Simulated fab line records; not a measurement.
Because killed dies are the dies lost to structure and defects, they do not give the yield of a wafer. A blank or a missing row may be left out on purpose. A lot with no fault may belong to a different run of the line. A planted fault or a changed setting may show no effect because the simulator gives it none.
Shared-tool check ; flow sky130 ; 12 lots, 36 wafers sampled

## WHY IT WAS OPENED
2 of 12 lots carry a flag on the reading VT_ADJUST_LVTN_2_TW at SKY_VT_ADJUST_LVTN_TW_MEAS_21. Wafers without a fault read 188.2, standard deviation 1.4.
Rule: a lot is flagged in two cases, either no wafer of it has a number, or all its wafers with numbers fall more than 4 standard deviations from that mean. The other lots count as sound.

lot;measured;on;VT_ADJUST_LVTN_2_TW, wafer by wafer;flag
L155;day 8 13:59;filmMetro-01;189.5 189.2 189.4;
L158;day 9 03:45;filmMetro-04;190.2 191.1 189.8;
L159;day 9 06:11;filmMetro-01;188.2 188.5 187.9;
L161;day 9 19:46;filmMetro-01;187.9 188.5 188.4;
L162;day 9 20:03;filmMetro-04;190.0 190.5 189.4;
L164;day 10 14:01;filmMetro-01;187.6 188.0 189.5;
L167;day 11 02:37;filmMetro-01;173.6 174.3 172.9;FLAGGED
L168;day 11 08:25;filmMetro-02;171.6 170.7 170.7;FLAGGED
L173;day 12 18:25;filmMetro-04;188.1 188.7 187.4;
L174;day 13 03:53;filmMetro-02;186.5 186.4 186.6;
L175;day 13 12:05;filmMetro-04;189.2 190.1 190.0;
L178;day 14 08:39;filmMetro-01;189.2 188.2 188.5;
Average over the flagged lots: 172.3; offset from the usual -15.9, equal to -11 standard deviations.

## EACH LOT AND THE TOOL IT RAN ON
The record keeps 1 process step preceding the reading, out of 708 steps on the route. In each cell: the tool, then ch and the chambers that the sampled wafers went through, then the start.
lot;flag;SKY_VT_ADJUST_LVTN_IMPLANT_19
L155;;implanter-04 ch 0, day 8 13:46
L158;;implanter-04 ch 0, day 9 03:30
L159;;implanter-04 ch 0, day 9 05:57
L161;;implanter-01 ch 0, day 9 19:32
L162;;implanter-04 ch 0, day 9 19:48
L164;;implanter-01 ch 0, day 10 13:47
L167;FLAGGED;implanter-04 ch 0, day 11 02:22
L168;FLAGGED;implanter-04 ch 0, day 11 08:11
L173;;implanter-03 ch 0, day 12 18:10
L174;;implanter-01 ch 0, day 13 03:38
L175;;implanter-03 ch 0, day 13 11:50
L178;;implanter-03 ch 0, day 14 08:24
What is done by these steps:
- SKY_VT_ADJUST_LVTN_IMPLANT_19
- SKY_VT_ADJUST_LVTN_TW_MEAS_21

## FLAGGED AGAINST TOTAL, ONE TOOL AT A TIME (gauges that did the reading follow at the end)
step;tool;lots run;flagged;share of the flagged lots;sound lots run after its first flagged lot
SKY_VT_ADJUST_LVTN_IMPLANT_19;implanter-01;3;0;none;-
SKY_VT_ADJUST_LVTN_IMPLANT_19;implanter-03;3;0;none;-
SKY_VT_ADJUST_LVTN_IMPLANT_19;implanter-04;6;2;all;0
SKY_VT_ADJUST_LVTN_TW_MEAS_21;filmMetro-01;6;1;some;1 (L178)
SKY_VT_ADJUST_LVTN_TW_MEAS_21;filmMetro-02;2;1;some;1 (L174)
SKY_VT_ADJUST_LVTN_TW_MEAS_21;filmMetro-04;4;0;none;-

## WHAT IS ALLOWED BY THE TABLE
All flagged lots share 1 row of the table, namely implanter-04 at SKY_VT_ADJUST_LVTN_IMPLANT_19.
- implanter-04 at SKY_VT_ADJUST_LVTN_IMPLANT_19: 2 of its 6 lots flagged. Its last sound lot is L162 (day 9 19:48), its first flagged lot L167 (day 11 02:22): a fault that began between those two fits. Its own readings (doseIonsCm2, faradayCurrentUA) fall more than 4 standard deviations out on all wafers of the flagged lots.
What remains is a single tool, implanter-04 at SKY_VT_ADJUST_LVTN_IMPLANT_19.

## WHAT THE SIMULATOR PUT IN
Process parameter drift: implanter-04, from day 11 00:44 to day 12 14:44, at SKY_VT_ADJUST_LVTN_IMPLANT_19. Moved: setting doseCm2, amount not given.
Shown lots that were struck: L167, L168. The rule above found the same.
